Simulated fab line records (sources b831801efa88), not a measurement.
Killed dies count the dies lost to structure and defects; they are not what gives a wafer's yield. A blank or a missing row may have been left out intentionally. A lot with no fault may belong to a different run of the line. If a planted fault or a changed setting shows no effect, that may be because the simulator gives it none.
fab line records | flow sky130
record: lots: 13 wafers: 39 lastDay: 50
route steps=708 shown VIA3@591 VIA4@651 PAD_OPEN@708
lots that met no fault: taken from a fault-free run of the same line
startH: start of the lot's first displayed wafer, in hours after the record's first day | waitH: hours elapsed since this lot's preceding step | " unchanged from the row above | L1.1+2: a single row standing in for several wafers | - no value present, or no start provided | * or withheld: withheld | < > ~ a bound
route shown NAME@n: NAME is a module with steps in the file, n the number in the route of the first one | usual: average and standard deviation across the fault-free wafers | same: alike in all rows | chamber/n: place in a boat | sites: the reading at each site | _std_site: the values' standard deviation | _edge_site: the outer-site mean with the inner-site mean subtracted | radiusMm: for every site, how far away it sits from the centre of the wafer | mask NAME#n: copy n | behind: the most recent tool/chamber to have shaped the wafer | hold: what put the lot on hold/how long, in hours/how the hold closed | device: the n, p or np transistor that did not switch | end of line: the same wafers' tests at the end of the route | step lacking rows: just its recipe | killed: count of dies lost to structure and defects at first sort (not the wafer's yield) | map: shows each die of a wafer: x if killed, . if not, _ if none is there
set.NAME: the run value of the setting; set.NAME@STEP: its run value at that earlier step | model.NAME: the simulator's own value behind a step, which no gauge read
steps of the route over a sample of lots; a table a step, a row a wafer
services: from which hour (startH, from the record's first day; less than 0 if before it) a tool's chamber was out of use, for how many hours, and why
== steps ==
step: SKY_VIA3_CLEAN_18
recipe: chemistry: IPA timeS: 180 tempC: 25
columns lot.wafer tool chamber startH waitH
L808.1+2+6 wetBench-01 0 948.69 0.0
L809.1+3+6 wetBench-01 1 960.44 0.0
L812.1+2+6 wetBench-02 3 989.68 0.1
L813.1+4+6 wetBench-01 2 994.67 0.0
L814.1+3+5 wetBench-02 3 999.97 0.0
L815.1+4+5 wetBench-02 2 1001.58 0.0
L816.1+2+5 wetBench-02 1 1016.97 0.0
L817.1+3+5 wetBench-01 1 1018.89 0.0
L820.4+5+6 wetBench-01 3 1036.82 0.0
L821.2+5+6 wetBench-02 1 1046.10 0.1
L823.3+4+6 wetBench-01 1 1047.47 0.0
L827.1+2+4 wetBench-01 2 1072.17 0.1
L829.3+4+5 wetBench-02 1 1078.92 0.0
step: SKY_VIA4_ETCH_12
recipe: target: SiO2 chemistry: C4F8/O2/Ar stopOn: TiN maskMaterial: NOVOLAK sourceW: 1500 biasW: 1200 pressureMtorr: 40 c4f8FlowSccm: withheld O2_flow_sccm: 6 Ar_flow_sccm: 300 timeS: withheld targetDepthA: 5800
usual: oesProductAu: 0.926/0.0048
columns lot.wafer tool chamber startH waitH oesProductAu
L808.1 rieDiel-01 0 1024.78 0.0 0.920
L808.2 " 3 " " 0.925
L808.6 " 0 " " 0.925
L809.1 rieDiel-01 0 1035.92 0.0 0.923
L809.3 " 3 " " 0.922
L809.6 " 2 " " 0.923
L812.1 rieDiel-01 2 1063.20 0.0 0.930
L812.2 " 1 " " 0.922
L812.6 " 3 " " 0.923
L813.1 rieDiel-04 2 1067.18 0.0 0.922
L813.4 " 0 " " 0.924
L813.6 " 3 " " 0.927
L814.1 rieDiel-01 1 1073.40 0.0 0.922
L814.3 " 3 " " 0.925
L814.5 " 0 " " 0.924
L815.1 rieDiel-03 3 1075.00 0.0 0.928
L815.4 " 0 " " 0.927
L815.5 " 2 " " 0.936
L816.1 rieDiel-04 2 1089.80 0.0 0.928
L816.2 " 3 " " 0.917
L816.5 " 2 " " 0.923
L817.1 rieDiel-03 1 1089.98 0.0 0.920
L817.3 " 2 " " 0.918
L817.5 " 0 " " 0.928
L820.4 rieDiel-01 3 1105.81 0.1 0.924
L820.5 " 3 " " 0.930
L820.6 " 3 " " 0.928
L821.2 rieDiel-03 1 1114.58 0.0 0.928
L821.5 " 1 " " 0.930
L821.6 " 0 " " 0.921
L823.3 rieDiel-01 1 1115.73 0.0 0.926
L823.4 " 2 " " 0.928
L823.6 " 0 " " 0.920
L827.1 rieDiel-01 2 1138.13 0.0 0.931
L827.2 " 1 " " 0.921
L827.4 " 2 " " 0.933
L829.3 rieDiel-04 3 1143.76 0.0 0.918
L829.4 " 0 " " 0.919
L829.5 " 1 " " 0.931
step: SKY_VIA4_SPUTTER_17
recipe: material: TiN targetThkNm: 20 chamberPressurePa: 5 powerW: 4000 timeS: 80
usual: cathodeDcPowerW: 4000.0/0.73 throttleValvePct: 30.4/1.2
columns lot.wafer tool chamber startH waitH cathodeDcPowerW throttleValvePct
L808.1 pvdSputter-02 - 1025.44 0.0 4000.2 30.8
L808.2 " - " " 3999.5 29.7
L808.6 " - " " 4000.3 31.2
L809.1 pvdSputter-02 - 1036.93 0.0 3999.8 30.0
L809.3 " - " " 4001.0 30.7
L809.6 " - " " 4001.1 30.2
L812.1 pvdSputter-02 - 1063.87 0.0 4000.0 30.0
L812.2 " - " " 4001.6 31.2
L812.6 " - " " 4000.7 30.0
L813.1 pvdSputter-04 - 1067.96 0.0 4000.6 31.4
L813.4 " - " " 4000.6 32.6
L813.6 " - " " 3999.1 30.4
L814.1 pvdSputter-04 - 1074.07 0.0 3999.1 31.6
L814.3 " - " " 4000.5 29.4
L814.5 " - " " 3999.4 31.4
L815.1 pvdSputter-04 - 1075.67 0.0 4000.1 29.4
L815.4 " - " " 4000.0 31.6
L815.5 " - " " 4000.1 31.4
L816.1 pvdSputter-03 - 1090.56 0.0 3999.3 30.8
L816.2 " - " " 3999.2 28.6
L816.5 " - " " 4000.1 28.9
L817.1 pvdSputter-04 - 1090.71 0.0 3999.0 31.4
L817.3 " - " " 3999.6 32.6
L817.5 " - " " 4001.2 31.3
L820.4 pvdSputter-04 - 1106.55 0.0 3999.7 31.6
L820.5 " - " " 3998.9 32.8
L820.6 " - " " 3999.0 29.4
L821.2 pvdSputter-03 - 1115.24 0.0 4000.3 28.2
L821.5 " - " " 3998.7 28.0
L821.6 " - " " 3999.1 28.9
L823.3 pvdSputter-02 - 1116.39 0.0 3999.2 29.4
L823.4 " - " " 4000.1 30.8
L823.6 " - " " 4000.0 30.1
L827.1 pvdSputter-02 - 1138.85 0.0 4002.1 29.9
L827.2 " - " " 3999.2 29.7
L827.4 " - " " 3999.0 29.7
L829.3 pvdSputter-04 - 1144.42 0.0 4001.1 32.3
L829.4 " - " " 4000.7 31.7
L829.5 " - " " 4000.4 32.5
step: SKY_VIA4_CVD_18
recipe: material: W targetThkNm: 505 timeS: 152.14 tempC: 400 pressureTorr: 40
usual: heaterPowerOuterW: 498/52 heaterPowerW: 825/94
columns lot.wafer tool chamber startH waitH heaterPowerOuterW heaterPowerW sinceWetCleanH
L808.1 cvdW-02 0 1025.50 0.0 465 792 108
L808.2 " 1 " " 546 840 108
L808.6 " 1 " " 552 850 -
L809.1 cvdW-01 0 1036.99 0.0 526 944 633
L809.3 " 0 " " 535 937 -
L809.6 " 1 " " 419 698 -
L812.1 cvdW-02 1 1063.93 0.0 555 851 146
L812.2 " 0 " " 459 779 146
L812.6 " 0 " " 459 793 -
L813.1 cvdW-02 1 1068.02 0.0 560 847 150
L813.4 " 0 " " 468 792 -
L813.6 " 0 " " 468 798 -
L814.1 cvdW-02 0 1074.13 0.0 463 796 156
L814.3 " 0 " " 468 798 -
L814.5 " 1 " " 557 874 -
L815.1 cvdW-02 1 1075.73 0.0 563 853 158
L815.4 " 1 " " 569 871 -
L815.5 " 1 " " 548 853 -
L816.1 cvdW-02 1 1090.62 0.0 563 876 173
L816.2 " 0 " " 471 790 173
L816.5 " 1 " " 558 859 -
L817.1 cvdW-01 0 1090.77 0.0 547 948 687
L817.3 " 1 " " 449 698 -
L817.5 " 0 " " 548 966 -
L820.4 cvdW-02 1 1106.66 0.1 550 860 -
L820.5 " 0 " " 464 787 -
L820.6 " 1 " " 553 838 -
L821.2 cvdW-01 1 1115.30 0.0 428 685 711
L821.5 " 1 " " 437 683 -
L821.6 " 0 " " 541 954 -
L823.3 cvdW-01 0 1116.50 0.1 545 974 -
L823.4 " 1 " " 431 678 -
L823.6 " 0 " " 564 943 -
L827.1 cvdW-01 1 1138.91 0.0 420 690 735
L827.2 " 0 " " 544 981 735
L827.4 " 1 " " 436 699 -
L829.3 cvdW-02 1 1144.53 0.1 560 872 -
L829.4 " 0 " " 458 804 -
L829.5 " 0 " " 468 793 -
step: SKY_PAD_OPEN_PROBE_99
usual: defectLimitedYield: 82.6/2 killed_at_M0_to_M3: 42/6.7 killed_at_M4_up: 3.0/1.9 killedAtContacts: 24/5.3 killedAtFrontEnd: 16/4.3 killedAtOther: 0.4/0.71 killedDies: 85/9.6 killedOpen: 46/6.5 killedShort: 39/6.7 sort_bin_3_pad_short: 0.9/0.46 sort_bin_5_function: 10.3/1.3 sort_bin_6_memory: 6.2/1.1 sortNPass: 407/9.6 sortYieldPct: 82.6/2
same: grossDies: 492 killedAtBackSide: 0 sort_bin_4_leakage[%]: 0 sort_bin_8_speed[%]: 0
columns lot.wafer tool chamber startH waitH defectLimitedYield[%] killed_at_M0_to_M3 killed_at_M4_up killedAtContacts killedAtFrontEnd killedAtOther killedDies killedOpen killedShort sort_bin_3_pad_short[%] sort_bin_5_function[%] sort_bin_6_memory[%] sortNPass sortYieldPct[%]
L808.1 prober-02 - 1098.05 0.1 83.1 45 0 24 12 2 83 45 36 0.2 9.8 6.9 409 83.1
L808.2 prober-02 - 1098.10 0.1 78.9 43 5 33 21 2 104 52 50 1.0 12.8 7.3 388 78.9
L808.6 prober-02 - 1098.30 0.2 83.5 37 0 20 21 3 81 44 35 0 10.6 5.9 411 83.5
L809.1 prober-01 - 1106.04 0.1 83.3 40 5 25 11 1 82 44 38 0.2 7.9 8.5 410 83.3
L809.3 prober-01 - 1106.14 0.2 81.1 43 4 31 15 0 93 52 41 0.6 11.0 7.3 399 81.1
L809.6 prober-01 - 1106.29 0.2 81.1 41 5 28 18 1 93 39 54 1.0 11.0 6.9 399 81.1
L812.1 prober-02 - 1130.39 0.1 81.3 46 4 27 15 0 92 42 50 0.6 11.2 6.9 400 81.3
L812.2 prober-02 - 1130.44 0.1 84.1 35 0 19 24 0 78 41 37 1.2 9.3 5.3 414 84.1
L812.6 prober-02 - 1130.64 0.2 80.3 43 2 35 17 0 97 64 33 1.2 10.8 7.7 395 80.3
L813.1 prober-01 - 1135.01 0.1 83.3 48 1 17 16 0 82 42 40 0.8 9.3 6.5 410 83.3
L813.4 prober-01 - 1135.16 0.2 82.5 46 2 17 21 0 86 43 43 0.2 10.8 6.5 406 82.5
L813.6 prober-01 - 1135.26 0.2 83.5 40 2 27 12 0 81 42 39 0.8 10.2 5.5 411 83.5
L814.1 prober-02 - 1141.51 0.1 80.9 43 4 32 15 0 94 44 50 1.2 11.4 6.5 398 80.9
L814.3 prober-02 - 1141.61 0.2 84.6 44 3 22 7 0 76 41 35 0.8 9.3 5.3 416 84.6
L814.5 prober-02 - 1141.71 0.2 80.9 43 5 33 12 1 94 44 50 1.2 10.6 7.3 398 80.9
L815.1 prober-01 - 1142.46 0.1 83.3 37 3 27 14 1 82 44 38 0.6 10.6 5.5 410 83.3
L815.4 prober-01 - 1142.61 0.2 84.8 33 1 25 16 0 75 46 29 1.0 8.9 5.3 417 84.8
L815.5 prober-01 - 1142.66 0.2 84.1 36 4 23 15 0 78 42 36 0.6 11.2 4.1 414 84.1
L816.1 prober-02 - 1155.10 0.1 84.3 34 1 23 19 0 77 44 33 0.6 9.8 5.3 415 84.3
L816.2 prober-02 - 1155.15 0.1 81.5 46 2 26 17 0 91 55 35 1.2 11.0 6.3 401 81.5
L816.5 prober-02 - 1155.30 0.2 82.7 43 1 22 19 0 85 34 49 0.4 8.7 8.1 407 82.7
L820.4 prober-02 - 1170.60 0.2 83.3 48 1 20 12 1 82 42 39 0.6 11.0 5.1 410 83.3
L820.5 prober-02 - 1170.65 0.2 83.3 35 8 19 19 1 82 47 34 1.0 9.1 6.5 410 83.3
L820.6 prober-02 - 1170.70 0.2 83.3 41 2 30 9 0 82 44 38 1.6 9.6 5.5 410 83.3
L823.3 prober-01 - 1178.64 0.2 80.1 64 0 16 18 0 98 36 27 1.4 13.8 4.7 394 80.1
L823.4 prober-01 - 1178.69 0.2 79.7 67 1 18 13 1 100 37 28 1.6 12.8 5.9 392 79.7
L823.6 prober-01 - 1178.79 0.2 77.4 68 3 30 9 1 111 44 35 1.6 13.6 7.3 381 77.4
L827.1 prober-01 - 1196.41 0.1 74.6 89 2 25 8 1 125 37 40 2.8 15.2 7.3 367 74.6
L827.2 prober-01 - 1196.46 0.1 75.6 81 1 21 17 0 120 43 30 1.6 15.7 7.1 372 75.6
L827.4 prober-01 - 1196.56 0.2 75.6 90 2 21 6 1 120 39 29 2.6 15.4 6.3 372 75.6
killed by level:class
L808.1 VIA1:geometricParticle:open=13 CONTACT:geometricParticle:open=8 CONTACT:geometricParticle:short=8 VIA3:geometricParticle:open=7 FIELD_ISO:geometricParticle:open=6 VIA2:geometricParticle:open=5 LI_CONTACT:geometricParticle:short=4 VIA1:geometricParticle:short=4
L808.2 CONTACT:geometricParticle:open=13 METAL1:geometricParticle:short=8 LI_CONTACT:geometricParticle:open=7 FIELD_ISO:geometricParticle:open=6 VIA2:geometricParticle:open=6 FIELD_ISO:geometricParticle:short=5 LOCAL_INTERCONNECT:geometricParticle:short=5 CONTACT:geometricParticle:short=5
L808.6 VIA1:geometricParticle:open=10 CONTACT:geometricParticle:open=7 VIA3:geometricParticle:open=6 VIA2:geometricParticle:short=6 FIELD_ISO:geometricParticle:short=5 METAL1:geometricParticle:short=5 LI_CONTACT:geometricParticle:open=5 POLY_GATE:geometricParticle:short=4
L809.1 LI_CONTACT:geometricParticle:open=8 VIA2:geometricParticle:open=8 VIA1:geometricParticle:open=7 VIA3:geometricParticle:open=6 CONTACT:geometricParticle:open=6 VIA1:geometricParticle:short=5 POLY_GATE:geometricParticle:open=5 METAL2:geometricParticle:short=5
L809.3 CONTACT:geometricParticle:open=12 VIA1:geometricParticle:open=11 LI_CONTACT:geometricParticle:open=10 VIA2:geometricParticle:open=7 VIA1:geometricParticle:short=6 FIELD_ISO:geometricParticle:short=5 CONTACT:geometricParticle:short=5 VIA3:geometricParticle:open=5
L809.6 VIA1:geometricParticle:open=10 CONTACT:geometricParticle:open=7 LOCAL_INTERCONNECT:geometricParticle:short=6 FIELD_ISO:geometricParticle:open=5 CONTACT:geometricParticle:short=5 LI_CONTACT:geometricParticle:open=5 VIA1:geometricParticle:short=5 METAL1:geometricParticle:short=5
L812.1 VIA1:geometricParticle:open=10 CONTACT:geometricParticle:open=9 METAL1:geometricParticle:short=7 CONTACT:geometricParticle:short=7 METAL2:geometricParticle:short=7 VIA3:geometricParticle:open=6 LI_CONTACT:geometricParticle:open=5 VIA1:geometricParticle:short=5
L812.2 VIA1:geometricParticle:open=8 CONTACT:geometricParticle:open=7 FIELD_ISO:geometricParticle:short=6 FIELD_ISO:geometricParticle:open=5 POLY_GATE:geometricParticle:short=4 SPACER:geometricParticle:open=4 CONTACT:geometricParticle:short=4 METAL1:geometricParticle:short=4
L812.6 CONTACT:geometricParticle:open=15 VIA1:geometricParticle:open=11 VIA2:geometricParticle:open=10 POLY_GATE:geometricParticle:open=8 LI_CONTACT:geometricParticle:open=8 VIA3:geometricParticle:short=5 FIELD_ISO:geometricParticle:short=4 CONTACT:geometricParticle:short=4
L813.1 VIA1:geometricParticle:open=10 METAL1:geometricParticle:short=8 VIA3:geometricParticle:open=7 VIA2:geometricParticle:open=6 METAL2:geometricParticle:short=6 LI_CONTACT:geometricParticle:open=5 POLY_GATE:geometricParticle:short=4 VIA1:geometricParticle:short=4
L813.4 VIA1:geometricParticle:open=11 METAL2:geometricParticle:short=7 VIA1:geometricParticle:short=7 CONTACT:geometricParticle:open=6 VIA2:geometricParticle:open=6 POLY_GATE:geometricParticle:short=5 LI_CONTACT:geometricParticle:open=4 METAL1:geometricParticle:short=4
L813.6 LI_CONTACT:geometricParticle:open=12 CONTACT:geometricParticle:open=8 VIA1:geometricParticle:open=7 VIA1:geometricParticle:short=6 METAL2:geometricParticle:short=6 VIA3:geometricParticle:short=6 VIA2:geometricParticle:short=4 VIA2:geometricParticle:open=4
L814.1 LI_CONTACT:geometricParticle:open=13 LOCAL_INTERCONNECT:geometricParticle:short=10 VIA2:geometricParticle:open=8 VIA1:geometricParticle:open=7 METAL1:geometricParticle:short=7 VIA2:geometricParticle:short=7 METAL2:geometricParticle:short=5 FIELD_ISO:geometricParticle:open=3
L814.3 CONTACT:geometricParticle:open=10 VIA3:geometricParticle:open=8 METAL1:geometricParticle:short=7 METAL2:geometricParticle:short=6 VIA1:geometricParticle:open=6 LI_CONTACT:geometricParticle:open=4 VIA1:geometricParticle:short=4 VIA2:geometricParticle:open=4
L814.5 VIA1:geometricParticle:open=10 LI_CONTACT:geometricParticle:short=9 CONTACT:geometricParticle:open=8 LI_CONTACT:geometricParticle:open=7 METAL1:geometricParticle:short=7 VIA1:geometricParticle:short=7 LOCAL_INTERCONNECT:geometricParticle:short=6 FIELD_ISO:geometricParticle:short=5
L815.1 VIA2:geometricParticle:open=9 CONTACT:geometricParticle:open=8 VIA1:geometricParticle:open=7 METAL2:geometricParticle:short=7 POLY_GATE:geometricParticle:open=6 CONTACT:geometricParticle:short=6 LI_CONTACT:geometricParticle:short=4 LI_CONTACT:geometricParticle:open=4
L815.4 CONTACT:geometricParticle:open=10 VIA1:geometricParticle:open=8 VIA3:geometricParticle:open=6 FIELD_ISO:geometricParticle:open=5 LI_CONTACT:geometricParticle:open=5 CONTACT:geometricParticle:short=5 METAL1:geometricParticle:short=5 VIA2:geometricParticle:open=5
L815.5 VIA1:geometricParticle:open=13 LI_CONTACT:geometricParticle:open=9 METAL1:geometricParticle:short=8 CONTACT:geometricParticle:open=7 VIA1:geometricParticle:short=5 POLY_GATE:geometricParticle:open=4 CONTACT:geometricParticle:short=4 METAL2:geometricParticle:short=4
L816.1 VIA1:geometricParticle:open=12 POLY_GATE:geometricParticle:open=5 LI_CONTACT:geometricParticle:open=5 LOCAL_INTERCONNECT:geometricParticle:short=5 CONTACT:geometricParticle:open=5 CONTACT:geometricParticle:short=5 METAL1:geometricParticle:short=5 VIA2:geometricParticle:open=5
L816.2 VIA1:geometricParticle:open=19 CONTACT:geometricParticle:open=11 LI_CONTACT:geometricParticle:open=6 FIELD_ISO:geometricParticle:short=4 VIA2:geometricParticle:open=4 POLY_GATE:geometricParticle:short=4 VIA3:geometricParticle:open=4 CONTACT:geometricParticle:short=4
L816.5 METAL1:geometricParticle:short=10 VIA1:geometricParticle:open=8 LI_CONTACT:geometricParticle:open=7 FIELD_ISO:geometricParticle:open=6 CONTACT:geometricParticle:short=6 LOCAL_INTERCONNECT:geometricParticle:short=5 METAL2:geometricParticle:short=5 POLY_GATE:geometricParticle:short=4
L820.4 CONTACT:geometricParticle:open=11 METAL1:geometricParticle:short=11 VIA2:geometricParticle:open=9 VIA1:geometricParticle:open=7 POLY_GATE:geometricParticle:short=5 VIA3:geometricParticle:open=5 VIA3:geometricParticle:short=4 VIA1:geometricParticle:short=4
L820.5 LI_CONTACT:geometricParticle:open=10 VIA2:geometricParticle:open=9 POLY_GATE:geometricParticle:short=7 METAL1:geometricParticle:short=6 VIA1:geometricParticle:open=6 FIELD_ISO:geometricParticle:open=5 CONTACT:geometricParticle:open=5 METAL3:geometricParticle:short=5
L820.6 CONTACT:geometricParticle:open=13 VIA1:geometricParticle:short=7 LI_CONTACT:geometricParticle:open=6 LOCAL_INTERCONNECT:geometricParticle:short=6 VIA1:geometricParticle:open=6 VIA2:geometricParticle:open=6 CONTACT:geometricParticle:short=4 METAL2:geometricParticle:short=4
L823.3 VIA3:unspecified=35 LI_CONTACT:geometricParticle:open=6 METAL1:geometricParticle:short=6 POLY_GATE:geometricParticle:open=5 VIA1:geometricParticle:short=5 VIA2:geometricParticle:open=5 FIELD_ISO:geometricParticle:open=4 CONTACT:geometricParticle:open=4
L823.4 VIA3:unspecified=34 VIA1:geometricParticle:open=8 CONTACT:geometricParticle:open=6 VIA1:geometricParticle:short=6 FIELD_ISO:geometricParticle:open=5 CONTACT:geometricParticle:short=5 FIELD_ISO:geometricParticle:short=4 POLY_GATE:geometricParticle:open=4
L823.6 VIA3:unspecified=32 LI_CONTACT:geometricParticle:open=10 VIA1:geometricParticle:open=9 CONTACT:geometricParticle:open=8 LOCAL_INTERCONNECT:geometricParticle:short=6 VIA2:geometricParticle:open=6 METAL1:geometricParticle:short=5 VIA1:geometricParticle:short=4
L827.1 VIA3:unspecified=47 VIA1:geometricParticle:open=11 LOCAL_INTERCONNECT:geometricParticle:short=7 VIA1:geometricParticle:short=7 CONTACT:geometricParticle:short=6 CONTACT:geometricParticle:open=6 METAL2:geometricParticle:short=6 VIA3:geometricParticle:open=6
L827.2 VIA3:unspecified=47 CONTACT:geometricParticle:open=12 FIELD_ISO:geometricParticle:open=6 VIA2:geometricParticle:open=6 FIELD_ISO:geometricParticle:short=5 LI_CONTACT:geometricParticle:open=5 VIA1:geometricParticle:short=5 VIA3:geometricParticle:open=5
L827.4 VIA3:unspecified=52 VIA3:geometricParticle:open=9 CONTACT:geometricParticle:open=8 VIA1:geometricParticle:open=6 VIA2:geometricParticle:open=6 CONTACT:geometricParticle:short=5 VIA1:geometricParticle:short=5 LI_CONTACT:geometricParticle:open=4
== services ==
columns tool chamber startH hours kind
rieDiel-03 - 944.15 0.2 repair
rieDiel-01 2 977.09 2.0 repair
cvdW-01 0 981.61 4.1 repair
wetBench-01 - 984.55 1.9 pm
cvdW-01 1 986.44 8.9 repair
pvdSputter-04 1 1016.14 - consumableReplace:kit
pvdSputter-04 1 1016.14 18.0 scheduledDown
pvdSputter-04 1 1016.14 18.0 ventCycle
pvdSputter-02 1 1033.76 - consumableReplace:kit
pvdSputter-02 1 1033.76 18.0 scheduledDown
rieDiel-04 - 1034.66 2.8 pm
cvdW-01 - 1035.79 1.0 repair
rieDiel-01 - 1089.83 0.3 repair
rieDiel-01 2 1094.04 21.1 repair
rieDiel-01 0 1096.36 13.9 repair
rieDiel-01 1 1102.94 4.5 repair
rieDiel-01 3 1115.16 - clean
rieDiel-01 3 1115.16 24.0 scheduledDown
rieDiel-01 3 1115.16 24.0 ventCycle
rieDiel-03 2 1119.66 4.0 repair
pvdSputter-03 - 1123.26 1.4 repair
pvdSputter-04 0 1136.76 - consumableReplace:kit
pvdSputter-04 0 1136.76 18.0 scheduledDown
pvdSputter-04 0 1136.76 18.0 ventCycle
== key ==
firstSign: step: SKY_PAD_OPEN_PROBE_99 reading: killed_at_M0_to_M3 direction: up sigmas: 5.2 usual: 42 struck: 76
effect: step: SKY_PAD_OPEN_PROBE_99 reading: sort_bin_5_function direction: up sigmas: 3.1 usual: 10.3 struck: 14.4
metAt SKY_VIA3_CLEAN_18
struckLots L823,L827
notActingAt SKY_VIA4_ETCH_12,SKY_VIA4_SPUTTER_17,SKY_VIA4_CVD_18
onsetBetween 1036.82 1047.47
fault: kind: chamberParticleSource tool: wetBench-01 chamber: - onsetH: 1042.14 steps: SKY_VIA3_CLEAN_18 ratePerVisitCm2: 0.75839 endH: 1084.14
